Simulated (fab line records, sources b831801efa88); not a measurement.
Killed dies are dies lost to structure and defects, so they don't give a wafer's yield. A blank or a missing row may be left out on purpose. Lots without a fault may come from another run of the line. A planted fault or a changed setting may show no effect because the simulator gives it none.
fab line records | flow sky130
record lots=11 wafers=33 last_day=50
route steps=708 shown VIA3@586 METAL4@601 CAP2M@603 PAD_OPEN@708
lots that met no fault: from a run of the same line without faults
start_h: hours from the record's first day to the start of the lot's first wafer shown | wait_h: hours since the lot's step before | " the same as in the row above | L1.1+2: a row that stands for several wafers | - no value, or no start given | * or withheld: withheld | < > ~ a bound
route shown NAME@n: a module of which the file shows steps, and the number in the route of the first | usual: mean/standard deviation of fault-free wafers | same: alike in all rows | chamber/n: place in a boat | sites: the reading at each site | _std_site: their standard deviation | _edge_site: outer sites' mean less inner sites' | radius_mm: how far each site lies from the wafer's centre | mask NAME#n: copy n | behind: the tool/chamber that last shaped the wafer | hold: why the lot was held/for how many hours/how that ended | device: the transistor (n, p or np) that didn't switch | end of line: the same wafers' tests at the end of the route | a step without rows: its recipe alone | killed: dies lost to structure and defects at the first sort, not the wafer's yield | map: a wafer's dies, x killed, . not, _ none there
set.NAME: the setting as run; set.NAME@STEP: as run at that earlier step | model.NAME: the simulator's own value behind a step, which no gauge read
steps of the route over a sample of lots; a table a step, a row a wafer
services: from which hour (start_h, from the record's first day; less than 0 if before it) a tool's chamber was out of use, for how many hours, and why
## steps
# step SKY_VIA3_OVL_MEAS_13
# usual VIA3_OVL=3/5.4
# columns lot.wafer tool chamber start_h wait_h VIA3_OVL[nm]
L369.1 overlay-02 - 936.42 0.1 -14
L369.3 " - " " -9
L369.4 " - " " -8
L373.3 overlay-02 - 976.05 0.1 3
L373.4 " - " " 1
L373.6 " - " " 3
L375.2 overlay-01 - 985.32 0.1 2
L375.4 " - " " 6
L375.6 " - " " -5
L380.1 overlay-01 - 1024.67 0.1 -1
L380.2 " - " " 1
L380.4 " - " " -3
L382.4 overlay-01 - 1029.43 0.1 3
L382.5 " - " " 4
L382.6 " - " " 10
L383.1 overlay-01 - 1041.47 0.1 6
L383.4 " - " " 1
L383.6 " - " " 2
L385.4 overlay-01 - 1045.58 0.1 2
L385.5 " - " " -9
L385.6 " - " " 2
L387.2 overlay-01 - 1060.54 0.1 13
L387.3 " - " " 16
L387.4 " - " " 15
L388.1 overlay-02 - 1062.16 0.1 5
L388.2 " - " " 12
L388.5 " - " " 8
L389.1 overlay-01 - 1065.34 0.1 -3
L389.2 " - " " -6
L389.4 " - " " -4
L390.3 overlay-01 - 1071.77 0.1 0
L390.4 " - " " 3
L390.5 " - " " 3
# step SKY_VIA3_ETCH_15
# recipe target=SiO2 chemistry=C4F8/O2/Ar target_depth_nm=507 stop_on=TiN mask_material=KrF-thick source_w=1500 bias_w=1200 pressure_mtorr=40 c4f8_flow_sccm=withheld O2_flow_sccm=6 Ar_flow_sccm=300 time_s=78
# usual oes_product_au=0.945/0.0051
# columns lot.wafer tool chamber start_h wait_h oes_product_au rf_hours_counter_h
L369.1 rie_diel-03 1 936.49 0.0 0.942 24
L369.3 " 0 " " 0.933 14
L369.4 " 3 " " 0.947 13
L373.3 rie_diel-03 3 976.12 0.0 0.935 14
L373.4 " 1 " " 0.951 26
L373.6 " 3 " " 0.944 -
L375.2 rie_diel-02 1 985.39 0.0 0.939 9
L375.4 " 3 " " 0.940 16
L375.6 " 0 " " 0.941 -
L380.1 rie_diel-02 2 1024.74 0.0 0.936 15
L380.2 " 3 " " 0.946 18
L380.4 " 1 " " 0.938 10
L382.4 rie_diel-02 0 1029.49 0.0 0.946 19
L382.5 " 1 " " 0.949 -
L382.6 " 0 " " 0.943 -
L383.1 rie_diel-02 2 1041.54 0.0 0.949 15
L383.4 " 3 " " 0.943 18
L383.6 " 0 " " 0.946 -
L385.4 rie_diel-03 0 1045.64 0.0 0.947 18
L385.5 " 0 " " 0.946 -
L385.6 " 3 " " 0.949 -
L387.2 rie_diel-02 3 1060.62 0.0 0.948 19
L387.3 " 0 " " 0.947 20
L387.4 " 1 " " 0.950 11
L388.1 rie_diel-03 3 1062.24 0.0 0.948 16
L388.2 " 2 " " 0.944 20
L388.5 " 3 " " 0.940 -
L389.1 rie_diel-04 3 1065.42 0.0 0.946 3
L389.2 " 2 " " 0.941 28
L389.4 " 0 " " 0.948 6
L390.3 rie_diel-04 3 1071.84 0.0 0.949 3
L390.4 " 0 " " 0.951 6
L390.5 " 0 " " 0.948 -
# step SKY_METAL4_SPUTTER_03
# recipe material=Ti target_thk_nm=5 power_w=3000 time_s=3.3 chamber_pressure_pa=0.4
# usual chamber_pressure_pa=0.3998/0.00072 throttle_valve_pct=30.3/1.1
# columns lot.wafer tool chamber start_h wait_h chamber_pressure_pa throttle_valve_pct
L369.1 pvd_sputter-03 - 938.02 0.0 0.3992 32.1
L369.3 " - " " 0.3991 29.7
L369.4 " - " " 0.3980 31.7
L373.3 pvd_sputter-04 - 977.53 0.0 0.4002 29.8
L373.4 " - " " 0.4007 30.9
L373.6 " - " " 0.4018 31.0
L375.2 pvd_sputter-04 - 986.92 0.0 0.4004 29.6
L375.4 " - " " 0.3997 30.0
L375.6 " - " " 0.4002 31.0
L380.1 pvd_sputter-04 - 1026.19 0.0 0.3991 30.6
L380.2 " - " " 0.3991 29.5
L380.4 " - " " 0.4003 29.3
L382.4 pvd_sputter-03 - 1030.90 0.0 0.4001 31.9
L382.5 " - " " 0.4004 28.7
L382.6 " - " " 0.4005 29.9
L383.1 pvd_sputter-03 - 1042.97 0.0 0.3995 31.9
L383.4 " - " " 0.3993 29.0
L383.6 " - " " 0.3994 31.6
L385.4 pvd_sputter-03 - 1047.05 0.0 0.3999 32.1
L385.5 " - " " 0.3999 32.1
L385.6 " - " " 0.3990 29.6
L387.2 pvd_sputter-03 - 1063.17 0.0 0.3999 32.2
L387.3 " - " " 0.3992 28.9
L387.4 " - " " 0.3996 31.6
L388.1 pvd_sputter-03 - 1064.07 0.0 0.3987 29.6
L388.2 " - " " 0.3998 31.6
L388.5 " - " " 0.4002 32.0
L389.1 pvd_sputter-03 - 1066.82 0.0 0.3998 31.7
L389.2 " - " " 0.4002 32.1
L389.4 " - " " 0.3995 29.6
L390.3 pvd_sputter-02 - 1073.24 0.0 0.4007 30.7
L390.4 " - " " 0.3995 29.7
L390.5 " - " " 0.3989 29.9
# step SKY_CAP2M_CVD_00
# recipe material=SiO2 target_thk_nm=15.5 temp_c=400 time_s=withheld rf_w=450
# usual heater_power_w=731/73
# columns lot.wafer tool chamber start_h wait_h heater_power_w
L369.1 pecvd-04 2 938.09 0.0 688
L369.3 " 2 " " 705
L369.4 " 1 " " 698
L373.3 pecvd-04 0 977.59 0.0 862
L373.4 " 1 " " 811
L373.6 " 0 " " 861
L375.2 pecvd-04 2 986.99 0.0 658
L375.4 " 1 " " 816
L375.6 " 0 " " 846
L380.1 pecvd-02 0 1026.25 0.0 778
L380.2 " 1 " " 744
L380.4 " 1 " " 758
L382.4 pecvd-02 2 1030.97 0.0 654
L382.5 " 0 " " 860
L382.6 " 1 " " 814
L383.1 pecvd-02 1 1043.04 0.0 781
L383.4 " 0 " " 682
L383.6 " 1 " " 799
L385.4 pecvd-04 2 1047.12 0.0 675
L385.5 " 1 " " 789
L385.6 " 0 " " 847
L387.2 pecvd-02 0 1063.24 0.0 725
L387.3 " 2 " " 707
L387.4 " 1 " " 793
L388.1 pecvd-04 2 1064.14 0.0 688
L388.2 " 0 " " 743
L388.5 " 0 " " 743
L389.1 pecvd-02 1 1066.89 0.0 723
L389.2 " 2 " " 721
L389.4 " 0 " " 793
L390.3 pecvd-04 1 1073.31 0.0 715
L390.4 " 1 " " 700
L390.5 " 0 " " 853
# step SKY_CAP2M_THK_MEAS_01
# recipe reads=SiO2_of_CAP2M_CVD_00
# usual CAP2M_CVD_00_THK=15.50/0.25
# columns lot.wafer tool chamber start_h wait_h hold CAP2M_CVD_00_THK[nm]
L369.1 film_metro-01 - 938.12 - - 15.38
L369.3 " - " " - 15.76
L369.4 " - " " - 15.49
L373.3 film_metro-04 - 977.63 - await_dispo/0.2h/release 8.69
L373.4 " - " " await_dispo/0.2h/release 9.22
L373.6 " - " " await_dispo/0.2h/release 9.21
L373.3 film_metro-04 - 977.86 0.2 - 8.76
L373.4 " - " " - 9.23
L373.6 " - " " - 9.13
L375.2 film_metro-01 - 987.02 - await_dispo/0.2h/release 8.75
L375.4 " - " " await_dispo/0.2h/release 8.88
L375.6 " - " " await_dispo/0.2h/release 8.67
L375.2 film_metro-01 - 987.24 0.2 - 8.76
L375.4 " - " " - 8.92
L375.6 " - " " - 8.69
L380.1 film_metro-01 - 1026.27 - - 15.26
L380.2 " - " " - 15.37
L380.4 " - " " - 15.34
L382.4 film_metro-01 - 1031.01 - - 15.43
L382.5 " - " " - 15.27
L382.6 " - " " - 15.31
L383.1 film_metro-04 - 1043.06 - - 15.47
L383.4 " - " " - 15.40
L383.6 " - " " - 15.65
L385.4 film_metro-01 - 1047.17 - - 15.69
L385.5 " - " " - 15.52
L385.6 " - " " - 15.59
L387.2 film_metro-01 - 1063.27 - - 14.96
L387.3 " - " " - 15.49
L387.4 " - " " - 15.57
L388.1 film_metro-01 - 1064.16 - - 15.46
L388.2 " - " " - 15.43
L388.5 " - " " - 15.29
L389.1 film_metro-03 - 1066.91 - - 15.21
L389.2 " - " " - 15.10
L389.4 " - " " - 15.05
L390.3 film_metro-03 - 1073.35 - - 15.36
L390.4 " - " " - 15.54
L390.5 " - " " - 15.82
# step SKY_METAL4_ETCH_17
# recipe target=SiO2 stop_on=TiN chemistry=C4F8/O2/Ar source_w=1500 bias_w=1200 pressure_mtorr=40 c4f8_flow_sccm=withheld O2_flow_sccm=6 Ar_flow_sccm=300 time_s=3.9 target_depth_a=150
# usual oes_product_au=0.754/0.0079
# columns lot.wafer tool chamber start_h wait_h oes_product_au rf_hours_counter_h
L369.1 rie_diel-03 1 988.38 0.1 0.749 26
L369.3 " 3 " " 0.761 14
L369.4 " 0 " " 0.755 16
L373.3 rie_diel-03 1 1024.48 0.0 0.591 27
L373.4 " 2 " " 0.600 19
L373.6 " 0 " " 0.600 -
L375.2 rie_diel-03 0 1033.35 0.1 0.592 17
L375.4 " 1 " " 0.592 27
L375.6 " 0 " " 0.593 -
L380.1 rie_diel-03 0 1067.98 0.1 0.748 18
L380.2 " 2 " " 0.756 20
L380.4 " 1 " " 0.751 28
L382.4 rie_diel-03 1 1072.53 0.0 0.758 28
L382.5 " 2 " " 0.756 -
L382.6 " 3 " " 0.754 -
L383.1 rie_diel-02 2 1085.83 0.1 0.748 16
L383.4 " 3 " " 0.756 20
L383.6 " 1 " " 0.756 -
L385.4 rie_diel-03 1 1089.71 0.0 0.766 -
L385.5 " 1 " " 0.751 -
L385.6 " 0 " " 0.756 -
L387.2 rie_diel-02 2 1104.73 0.1 0.735 17
L387.3 " 1 " " 0.757 13
L387.4 " 3 " " 0.752 20
L388.1 rie_diel-01 3 1106.18 0.1 0.752 2
L388.2 " 1 " " 0.749 15
L388.5 " 1 " " 0.755 -
L389.1 rie_diel-03 2 1107.65 0.1 0.744 21
L389.2 " 1 " " 0.740 30
L389.4 " 0 " " 0.753 20
L390.3 rie_diel-01 0 1114.28 0.0 0.748 14
L390.4 " 3 " " 0.746 3
L390.5 " 2 " " 0.761 -
# step SKY_PAD_OPEN_PROBE_99
# usual defect_limited_yield=82.7/1.9 killed_at_M0_to_M3=43/6.8 killed_at_M4_up=2.9/1.7 killed_at_contacts=24/5.4 killed_at_front_end=15/4.8 killed_at_other=0.3/0.57 killed_dies=85/9.4 killed_open=47/7.5 killed_short=38/5.7
# same gross_dies=492 killed_at_back_side=0
# columns lot.wafer tool chamber start_h wait_h defect_limited_yield[%] killed_at_M0_to_M3 killed_at_M4_up killed_at_contacts killed_at_front_end killed_at_other killed_dies killed_open killed_short
L369.1 prober-01 - 1080.43 0.1 84.1 35 3 24 16 0 78 45 33
L369.3 prober-01 - 1080.53 0.2 82.7 42 4 26 11 2 85 44 41
L369.4 prober-01 - 1080.58 0.2 84.1 44 2 16 16 0 78 42 36
L373.3 prober-02 - 1112.00 0.2 81.3 37 2 23 30 0 92 52 40
L373.4 prober-02 - 1112.05 0.2 84.8 42 2 22 9 0 75 42 33
L373.6 prober-02 - 1112.15 0.2 83.1 53 0 18 12 0 83 40 43
L375.2 prober-01 - 1120.72 0.1 81.9 41 0 33 15 0 89 53 36
L375.4 prober-01 - 1120.82 0.2 81.9 46 1 30 12 0 89 44 45
L375.6 prober-01 - 1120.92 0.2 79.1 54 5 28 16 0 103 56 47
L380.1 prober-02 - 1151.99 0.1 83.9 33 4 21 20 1 79 41 38
L380.2 prober-02 - 1152.04 0.1 80.7 45 4 28 18 0 95 56 39
L380.4 prober-02 - 1152.14 0.2 85.8 31 2 25 11 1 70 41 29
L382.4 prober-02 - 1155.38 0.2 84.8 36 3 28 8 0 75 42 33
L382.5 prober-02 - 1155.43 0.2 83.9 38 3 28 9 1 79 36 43
L382.6 prober-02 - 1155.48 0.2 81.5 44 4 32 11 0 91 53 38
L383.1 prober-02 - 1169.27 0.1 80.7 48 3 29 15 0 95 53 42
L383.4 prober-02 - 1169.42 0.2 82.7 38 2 29 16 0 85 43 42
L383.6 prober-02 - 1169.52 0.2 81.7 50 2 26 12 0 90 43 47
L385.4 prober-01 - 1171.51 0.2 82.3 46 2 23 16 0 87 46 41
L385.5 prober-01 - 1171.56 0.2 85.4 39 2 16 15 0 72 39 33
L385.6 prober-01 - 1171.61 0.2 81.5 39 1 31 20 0 91 58 33
L387.2 prober-01 - 1182.12 0.1 80.7 42 1 28 23 1 95 53 42
L387.3 prober-01 - 1182.17 0.2 83.5 36 2 24 19 0 81 48 33
L387.4 prober-01 - 1182.22 0.2 81.1 50 5 26 11 1 93 46 47
L388.1 prober-02 - 1182.76 0.1 87.0 31 3 21 9 0 64 32 32
L388.2 prober-02 - 1182.81 0.1 82.5 38 5 26 17 0 86 48 38
L388.5 prober-02 - 1182.96 0.2 84.8 39 5 19 12 0 75 33 42
L389.1 prober-01 - 1184.58 0.1 82.7 39 2 25 19 0 85 45 40
L389.2 prober-01 - 1184.63 0.1 82.7 35 1 22 26 1 85 47 38
L389.4 prober-01 - 1184.73 0.2 83.5 42 2 24 13 0 81 34 47
L390.3 prober-02 - 1188.38 0.2 83.5 44 5 17 14 1 81 34 47
L390.4 prober-02 - 1188.43 0.2 85.2 43 7 15 7 1 73 39 34
L390.5 prober-02 - 1188.48 0.2 79.9 56 3 27 13 0 99 56 43
# killed by level:class
L369.1 CONTACT:geometric_particle:open=11 VIA2:geometric_particle:open=8 VIA1:geometric_particle:open=6 FIELD_ISO:geometric_particle:short=5 POLY_GATE:geometric_particle:open=5 METAL1:geometric_particle:short=5 LI_CONTACT:geometric_particle:open=5 VIA3:geometric_particle:open=5
L369.3 LI_CONTACT:geometric_particle:open=10 CONTACT:geometric_particle:open=9 VIA2:geometric_particle:open=8 CONTACT:geometric_particle:short=6 METAL1:geometric_particle:short=6 VIA1:geometric_particle:open=5 METAL2:geometric_particle:short=5 FIELD_ISO:geometric_particle:short=4
L369.4 VIA2:geometric_particle:open=11 VIA1:geometric_particle:open=10 FIELD_ISO:geometric_particle:short=6 LI_CONTACT:geometric_particle:open=6 METAL2:geometric_particle:short=6 FIELD_ISO:geometric_particle:open=5 CONTACT:geometric_particle:open=4 VIA1:geometric_particle:short=4
L373.3 CONTACT:geometric_particle:open=13 VIA1:geometric_particle:open=10 FIELD_ISO:geometric_particle:open=7 POLY_GATE:geometric_particle:open=7 FIELD_ISO:geometric_particle:short=6 POLY_GATE:geometric_particle:short=6 METAL1:geometric_particle:short=5 CONTACT:geometric_particle:short=4
L373.4 VIA1:geometric_particle:open=11 LI_CONTACT:geometric_particle:open=8 CONTACT:geometric_particle:open=7 VIA3:geometric_particle:open=7 POLY_GATE:geometric_particle:short=4 VIA3:geometric_particle:short=4 LOCAL_INTERCONNECT:geometric_particle:short=4 VIA2:geometric_particle:open=4
L373.6 VIA1:geometric_particle:open=13 VIA1:geometric_particle:short=10 VIA3:geometric_particle:open=6 METAL1:geometric_particle:short=6 LOCAL_INTERCONNECT:geometric_particle:short=6 LI_CONTACT:geometric_particle:open=5 VIA2:geometric_particle:open=5 FIELD_ISO:geometric_particle:open=4
L375.2 CONTACT:geometric_particle:open=12 VIA1:geometric_particle:open=9 LI_CONTACT:geometric_particle:open=8 VIA3:geometric_particle:open=8 CONTACT:geometric_particle:short=7 POLY_GATE:geometric_particle:open=6 LI_CONTACT:geometric_particle:short=5 VIA1:geometric_particle:short=5
L375.4 LOCAL_INTERCONNECT:geometric_particle:short=9 CONTACT:geometric_particle:open=8 VIA1:geometric_particle:open=8 VIA3:geometric_particle:open=8 LI_CONTACT:geometric_particle:open=6 METAL2:geometric_particle:short=6 VIA2:geometric_particle:open=6 CONTACT:geometric_particle:short=5
L375.6 CONTACT:geometric_particle:open=13 VIA3:geometric_particle:open=12 METAL2:geometric_particle:short=9 VIA1:geometric_particle:open=8 FIELD_ISO:geometric_particle:open=6 LI_CONTACT:geometric_particle:open=6 METAL3:geometric_particle:short=6 METAL1:geometric_particle:short=5
L380.1 LI_CONTACT:geometric_particle:open=8 VIA1:geometric_particle:open=7 VIA2:geometric_particle:open=7 CONTACT:geometric_particle:open=6 POLY_GATE:geometric_particle:short=5 LOCAL_INTERCONNECT:geometric_particle:short=4 VIA1:geometric_particle:short=4 METAL1:geometric_particle:short=4
L380.2 VIA1:geometric_particle:open=12 CONTACT:geometric_particle:open=9 VIA2:geometric_particle:open=9 LI_CONTACT:geometric_particle:open=8 VIA1:geometric_particle:short=6 VIA3:geometric_particle:open=5 LI_CONTACT:geometric_particle:short=5 SPACER:geometric_particle:open=5
L380.4 LI_CONTACT:geometric_particle:open=9 VIA1:geometric_particle:open=8 CONTACT:geometric_particle:open=7 CONTACT:geometric_particle:short=5 VIA2:geometric_particle:open=5 LOCAL_INTERCONNECT:geometric_particle:short=4 METAL1:geometric_particle:short=3 METAL2:geometric_particle:short=3
L382.4 CONTACT:geometric_particle:open=11 VIA1:geometric_particle:open=7 METAL2:geometric_particle:short=6 LI_CONTACT:geometric_particle:open=5 LOCAL_INTERCONNECT:geometric_particle:short=5 METAL1:geometric_particle:short=5 VIA2:geometric_particle:open=5 LI_CONTACT:geometric_particle:short=4
L382.5 CONTACT:geometric_particle:short=9 METAL2:geometric_particle:short=8 VIA3:geometric_particle:open=8 VIA1:geometric_particle:open=6 LI_CONTACT:geometric_particle:open=5 VIA2:geometric_particle:open=5 POLY_GATE:geometric_particle:short=4 POLY_GATE:geometric_particle:open=4
L382.6 LI_CONTACT:geometric_particle:open=10 VIA3:geometric_particle:open=9 CONTACT:geometric_particle:open=9 VIA1:geometric_particle:open=9 VIA2:geometric_particle:open=8 CONTACT:geometric_particle:short=6 FIELD_ISO:geometric_particle:short=4 LOCAL_INTERCONNECT:geometric_particle:short=4
L383.1 CONTACT:geometric_particle:open=14 VIA1:geometric_particle:open=11 METAL1:geometric_particle:short=8 CONTACT:geometric_particle:short=7 VIA2:geometric_particle:open=7 VIA1:geometric_particle:short=6 VIA3:geometric_particle:open=6 FIELD_ISO:geometric_particle:open=5
L383.4 METAL1:geometric_particle:short=10 VIA3:geometric_particle:open=8 LI_CONTACT:geometric_particle:open=8 VIA1:geometric_particle:open=8 CONTACT:geometric_particle:open=7 CONTACT:geometric_particle:short=6 FIELD_ISO:geometric_particle:open=5 LI_CONTACT:geometric_particle:short=4
L383.6 CONTACT:geometric_particle:open=8 VIA1:geometric_particle:open=8 METAL1:geometric_particle:short=7 LI_CONTACT:geometric_particle:open=7 VIA2:geometric_particle:open=7 CONTACT:geometric_particle:short=6 METAL2:geometric_particle:short=6 VIA1:geometric_particle:short=5
L385.4 CONTACT:geometric_particle:open=13 VIA1:geometric_particle:open=10 VIA1:geometric_particle:short=9 VIA3:geometric_particle:open=6 VIA2:geometric_particle:open=4 VIA2:geometric_particle:short=4 METAL2:geometric_particle:short=4 FIELD_ISO:geometric_particle:short=3
L385.5 VIA3:geometric_particle:open=9 FIELD_ISO:geometric_particle:short=6 LI_CONTACT:geometric_particle:open=6 VIA2:geometric_particle:open=6 VIA1:geometric_particle:short=5 METAL2:geometric_particle:open=5 LOCAL_INTERCONNECT:geometric_particle:short=4 CONTACT:geometric_particle:open=4
L385.6 CONTACT:geometric_particle:open=13 LI_CONTACT:geometric_particle:open=12 FIELD_ISO:geometric_particle:open=9 VIA1:geometric_particle:open=7 VIA3:geometric_particle:open=6 POLY_GATE:geometric_particle:open=5 METAL1:geometric_particle:short=5 VIA3:geometric_particle:short=5
L387.2 CONTACT:geometric_particle:open=10 VIA1:geometric_particle:open=9 POLY_GATE:geometric_particle:short=8 VIA3:geometric_particle:open=8 LI_CONTACT:geometric_particle:open=7 VIA2:geometric_particle:open=7 FIELD_ISO:geometric_particle:open=6 FIELD_ISO:geometric_particle:short=6
L387.3 VIA1:geometric_particle:open=10 CONTACT:geometric_particle:open=9 LI_CONTACT:geometric_particle:open=8 FIELD_ISO:geometric_particle:short=7 POLY_GATE:geometric_particle:open=4 VIA3:geometric_particle:short=4 POLY_GATE:geometric_particle:short=3 METAL2:geometric_particle:short=3
L387.4 VIA1:geometric_particle:open=12 METAL1:geometric_particle:short=8 VIA2:geometric_particle:open=8 CONTACT:geometric_particle:open=7 FIELD_ISO:geometric_particle:short=5 LI_CONTACT:geometric_particle:open=5 CONTACT:geometric_particle:short=4 METAL2:geometric_particle:short=4
L388.1 CONTACT:geometric_particle:open=9 VIA3:geometric_particle:open=8 VIA2:geometric_particle:open=6 METAL2:geometric_particle:short=5 LI_CONTACT:geometric_particle:short=4 METAL1:geometric_particle:short=4 POLY_GATE:geometric_particle:short=3 LOCAL_INTERCONNECT:geometric_particle:short=3
L388.2 LI_CONTACT:geometric_particle:open=9 VIA1:geometric_particle:open=9 VIA3:geometric_particle:open=8 CONTACT:geometric_particle:open=8 POLY_GATE:geometric_particle:short=6 METAL2:geometric_particle:short=6 VIA2:geometric_particle:open=6 LOCAL_INTERCONNECT:geometric_particle:short=5
L388.5 VIA1:geometric_particle:open=10 METAL1:geometric_particle:short=7 CONTACT:geometric_particle:open=7 FIELD_ISO:geometric_particle:short=5 VIA2:geometric_particle:open=5 METAL4:geometric_particle:short=5 CONTACT:geometric_particle:short=4 METAL2:geometric_particle:short=4
L389.1 VIA1:geometric_particle:open=9 CONTACT:geometric_particle:open=8 LOCAL_INTERCONNECT:geometric_particle:short=7 FIELD_ISO:geometric_particle:open=5 POLY_GATE:geometric_particle:open=5 CONTACT:geometric_particle:short=5 METAL1:geometric_particle:short=5 VIA2:geometric_particle:open=5
L389.2 FIELD_ISO:geometric_particle:short=10 LI_CONTACT:geometric_particle:open=9 VIA1:geometric_particle:open=9 FIELD_ISO:geometric_particle:open=7 CONTACT:geometric_particle:open=7 VIA3:geometric_particle:open=7 CONTACT:geometric_particle:short=4 METAL1:geometric_particle:short=4
L389.4 LI_CONTACT:geometric_particle:open=9 METAL2:geometric_particle:short=6 METAL3:geometric_particle:short=5 VIA2:geometric_particle:open=5 VIA2:geometric_particle:short=5 METAL1:geometric_particle:short=4 LI_CONTACT:geometric_particle:short=4 CONTACT:geometric_particle:short=4
L390.3 METAL1:geometric_particle:short=9 VIA2:geometric_particle:open=8 VIA1:geometric_particle:open=8 CONTACT:geometric_particle:short=6 LOCAL_INTERCONNECT:geometric_particle:short=6 METAL2:geometric_particle:short=5 VIA3:geometric_particle:open=5 VIA2:geometric_particle:short=4
L390.4 VIA1:geometric_particle:open=12 LI_CONTACT:geometric_particle:open=6 METAL2:geometric_particle:short=6 METAL1:geometric_particle:short=6 CONTACT:geometric_particle:open=5 METAL3:geometric_particle:short=4 METAL4:geometric_particle:open=3 VIA2:geometric_particle:open=3
L390.5 VIA1:geometric_particle:open=12 CONTACT:geometric_particle:open=11 METAL1:geometric_particle:short=10 LI_CONTACT:geometric_particle:short=6 LI_CONTACT:geometric_particle:open=6 METAL2:geometric_particle:short=5 METAL2:geometric_particle:open=5 VIA2:geometric_particle:short=5
## services
# columns tool chamber start_h hours kind
rie_diel-01 2 912.79 14.4 repair
rie_diel-02 3 916.88 13.5 repair
rie_diel-01 2 928.11 13.7 repair
pecvd-04 0 928.79 12.5 repair
rie_diel-01 3 929.83 2.7 repair
pvd_sputter-04 - 931.35 1.4 repair
pvd_sputter-03 - 948.12 3.5 repair
rie_diel-02 3 954.74 7.6 repair
pvd_sputter-03 - 955.13 5.2 repair
rie_diel-01 0 955.40 5.8 repair
rie_diel-04 1 977.20 12.6 repair
pvd_sputter-03 - 987.20 4.1 repair
rie_diel-02 - 1008.20 0.5 repair
pvd_sputter-03 - 1010.32 1.1 repair
rie_diel-04 0 1023.74 5.2 repair
rie_diel-04 1 1023.78 3.1 repair
rie_diel-04 3 1025.78 16.8 repair
pecvd-04 - 1041.18 5.5 pm
rie_diel-03 2 1057.57 4.4 repair
pecvd-04 - 1062.73 0.8 repair
rie_diel-02 - 1078.29 2.2 repair
rie_diel-03 2 1084.87 6.1 repair
rie_diel-03 3 1085.55 10.7 repair
rie_diel-02 - 1111.37 0.9 repair
## key
first_sign step=SKY_CAP2M_THK_MEAS_01 reading=visit direction=added
effect step=SKY_CAP2M_THK_MEAS_01 reading=CAP2M_CVD_00_THK direction=down sigmas=26 usual=15.50 struck=8.91
effect step=SKY_METAL4_ETCH_17 reading=oes_product_au direction=down sigmas=20 usual=0.754 struck=0.595
met_at SKY_CAP2M_CVD_00
struck_lots L373,L375
not_acting_at SKY_VIA3_OVL_MEAS_13,SKY_VIA3_ETCH_15,SKY_METAL4_SPUTTER_03
onset_between 938.09 977.59
fault kind=process_parameter_drift tool=pecvd-04 chamber=- onset_h=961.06 steps=SKY_CAP2M_CVD_00 channel=target_thk_nm offset=-6.6267 shape=step end_h=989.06 acts_in=these_recipes_only stated=15.5
